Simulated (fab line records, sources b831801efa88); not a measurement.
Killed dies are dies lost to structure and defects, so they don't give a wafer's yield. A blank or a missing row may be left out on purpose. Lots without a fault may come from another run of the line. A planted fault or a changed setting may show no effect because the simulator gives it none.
A struck lot beside a sound one | flow sky130 | 13 steps out of a route of 708
Sound: wafers L138.1, L138.2, L138.3. Struck: wafers L150.2, L150.3, L150.6. The cause comes at the end.
At each step with rows: each side's tool, then ch and its chambers, then its first start. Under that, the readings that differ: sound wafers | struck wafers | difference of the means | sigmas: that difference in standard deviations of wafers without a fault.
alike: readings whose means differ by less than 2 such deviations, and words and numbers that are the same on both sides. not compared: withheld readings, readings that some wafer has no value for, bounds like >300 that may hide the same value, and numbers for which the record gives no deviation and whose values overlap.
The two part at a step that has a row with sigmas, a row that says differs or no value, or rows on one side only. Numbers that don't overlap but have no deviation are shown without sigmas and don't part them. A reading that every wafer of one side lacks parts them only if that side has two wafers or more.

SKY_FIELD_ISO_BOW_MEAS_00:
  sound on film_metro-01, day 2 06:00; struck on film_metro-03, day 4 18:01
  alike: INCOMING_BOW
then, 1 step without rows for these wafers: SKY_FIELD_ISO_OXIDATION_01 (stabilise 600 s, purge 300 s, target thk 12 nm).
SKY_FIELD_ISO_THK_MEAS_02:
  sound on film_metro-01, day 2 09:50; struck on film_metro-02, day 4 22:23
  alike: FIELD_ISO_OXIDATION_00_THK
then, 1 step without rows for these wafers: SKY_FIELD_ISO_CVD_03 (deposits Si3N4 from DCS/NH3, target thk 165 nm, time 2830 s).
SKY_FIELD_ISO_THK_MEAS_04:
  sound on film_metro-01, day 2 12:40; struck on film_metro-03, day 5 00:14
  alike: FIELD_ISO_CVD_03_THK
then, 6 steps without rows for these wafers: SKY_FIELD_ISO_DEHYDRATE_05 (time 60 s); SKY_FIELD_ISO_HMDS_06 (prime time 60 s); SKY_FIELD_ISO_COAT_07 (resist thk 60 nm); SKY_FIELD_ISO_COAT_08 (resist thk 450 nm); SKY_FIELD_ISO_SOFTBAKE_09 (time 90 s); SKY_FIELD_ISO_EXPOSE_10 (exposes mask FOM, target cd 150 nm).
SKY_FIELD_ISO_PEB_11:
  sound on litho_track-02 ch 0, day 3 05:00; struck on litho_track-04, day 5 17:00
  reading         | sound          | struck | difference                    | sigmas
  exhaust_pa (Pa) | 44.5 46.1 44.5 | - - -  | no value on the struck wafers |
  not compared: chill_plate_temp_C
then, 1 step without rows for these wafers: SKY_FIELD_ISO_DEVELOP_12 (develop time 60 s).

WHERE THEY PART
Only at SKY_FIELD_ISO_PEB_11, within this record.

WHY: what the simulator had put in
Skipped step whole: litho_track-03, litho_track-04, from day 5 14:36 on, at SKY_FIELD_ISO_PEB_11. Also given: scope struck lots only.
